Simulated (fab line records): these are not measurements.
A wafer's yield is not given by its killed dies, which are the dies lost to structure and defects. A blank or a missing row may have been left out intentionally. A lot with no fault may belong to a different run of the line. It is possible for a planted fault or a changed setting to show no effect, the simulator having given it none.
A lot that was struck, set against a sound lot | flow sky130 | 20 out of 708 route steps
Sound: the wafers L316.2, L316.4, L316.6. Wafers L318.3, L318.5, L318.6 were the ones struck. At the end, the cause is stated.
Per side, at each step with rows, come the tool, then ch with its chambers, and then its first start. Under that, the readings that differ: sound wafers | struck wafers | difference of the means | sigmas: that difference in standard deviations of wafers without a fault.
alike: same words and numbers on both sides, and readings whose means sit less than 2 such deviations apart. not compared: any withheld reading, any reading some wafer has no value for, any bound like >300 that may hide the same value, and any number with overlapping values for which the record gives no deviation.
A row with sigmas, a row that says differs or no value, or rows on one side alone: a step with any of these is where the two part. Numbers that have no deviation but don't overlap get no sigmas and don't part them. A reading missing from all wafers of one side parts the sides only when that side holds two or more wafers.

SKY_RES_XHIGH_STRIP_08: strips in O2/N2.
  sound on plasma-asher-03 ch 0, day 30 13:58; struck on plasma-asher-04 ch 0,1, day 31 02:47
  alike: drypump-motor-current-A, oes-product-au, strip-time-to-endpoint-s
  not compared: rf-hours-counter-h
SKY_RES_XHIGH_TW_MEAS_09:
  sound: film-metro-03 at day 30 14:04; struck: film-metro-03 at day 31 02:53
  alike: RES_XHIGH_TW
then, 7 steps without rows for these wafers: SKY_SD_N_DEHYDRATE_00 (time 60 s); SKY_SD_N_HMDS_01 (prime time 60 s); SKY_SD_N_COAT_02 (resist thk 1140 nm); SKY_SD_N_SOFTBAKE_03 (time 60 s); SKY_SD_N_EXPOSE_04 (exposes mask NSDM, target cd 380 nm); SKY_SD_N_PEB_05; SKY_SD_N_DEVELOP_06 (develop time 60 s).
SKY_SD_N_CD_MEAS_07 targets a cd of 380 nm.
  sound: cd-sem-02 at day 31 17:41; struck: cd-sem-02 at day 32 06:14
  alike: cd-nm
SKY_SD_N_OVL_MEAS_08:
  sound: overlay-01 at day 31 17:47; struck: overlay-02 at day 32 06:19
  alike: SD_N_OVL
following that, these wafers have no rows for 1 step: SKY_SD_N_IMPLANT_09.
SKY_SD_N_IMPLANT_10:
  sound on implanter-04 ch 0, day 31 17:59; struck on implanter-03 ch 0, day 32 06:32
  reading            | sound                         | struck                        | difference | sigmas
  dose-ions-cm2      | 9.987e+13 9.993e+13 9.984e+13 | 4.898e+13 4.883e+13 4.906e+13 | -5.092e+13 | -99 or more
  faraday-current-uA | 522 510 520                   | 276 285 271                   | -240       | -7
  alike: beam-energy-keV
SKY_SD_N_STRIP_11: strips in O2/N2.
  sound on plasma-asher-01 ch 0, day 31 18:07; struck on plasma-asher-02 ch 0,1, day 32 06:40
  reading                     | sound       | struck      | difference | sigmas
  drypump-motor-current-A (A) | 5.4 5.4 5.4 | 6.6 6.4 6.6 | +1.1       | +2
  alike: oes-product-au, strip-time-to-endpoint-s
  not compared: rf-hours-counter-h
SKY_SD_N_TW_MEAS_12:
  sound: film-metro-03 at day 31 18:13; struck: film-metro-03 at day 32 06:46
  alike: SD_N_TW
then, 1 step without rows for these wafers: SKY_SD_N_CLEAN_13 (cleans in SC1/SC2, time 150 s).
SKY_SD_N_RTA_14: time 2 s.
  sound on rtp-anneal-02 ch 0, day 31 18:20; struck on rtp-anneal-02 ch 0, day 32 06:52
  alike: lamp-power-pct, ramp-up-c-per-s, wafer_temp_C_max
SKY_SD_N_RS_MEAS_16: measurement is done with a four-point probe.
  sound: film-metro-01 at day 31 18:31; struck: film-metro-01 at day 32 07:25
  reading          | sound             | struck            | difference | sigmas
  SD_N_RS (ohm/sq) | 68.27 68.36 68.26 | 69.72 69.65 69.74 | +1.41      | +11
  not compared: hold
SKY_SD_N_RS_MEAS_17: measurement is done with a four-point probe.
  sound: film-metro-01 at day 31 18:38; struck: film-metro-01 at day 32 11:18
  reading | sound | struck                                                                     | difference                   | sigmas
  hold    | - - - | await-dispo/3.8h/release await-dispo/3.8h/release await-dispo/3.8h/release | no value on the sound wafers |
  alike: SD_P_RS
-- record jumps: 17 days separate the struck wafers' starts on either side; left off in module SD_N, taken up again in module PAD_OPEN, whose first shown step is the route's number 708 --
SKY_PAD_OPEN_PROBE_99:
  sound: prober-01 at day 48 14:47; struck: prober-02 at day 48 23:32
  alike: killed_at_M0_to_M3, killed_at_M4_up, killed-at-contacts, killed-at-front-end, killed-at-other, killed-dies, killed-on-rim, killed-open, killed-short

## WHERE THEY PART
At SKY_SD_N_IMPLANT_10 first; at SKY_SD_N_RS_MEAS_17 last (within this record only). Later steps at which nothing parts them and some readings are alike: SKY_PAD_OPEN_PROBE_99.

WHY: the cause the simulator had injected
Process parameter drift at SKY_SD_N_IMPLANT_10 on implanter-03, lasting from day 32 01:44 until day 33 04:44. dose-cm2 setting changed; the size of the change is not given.
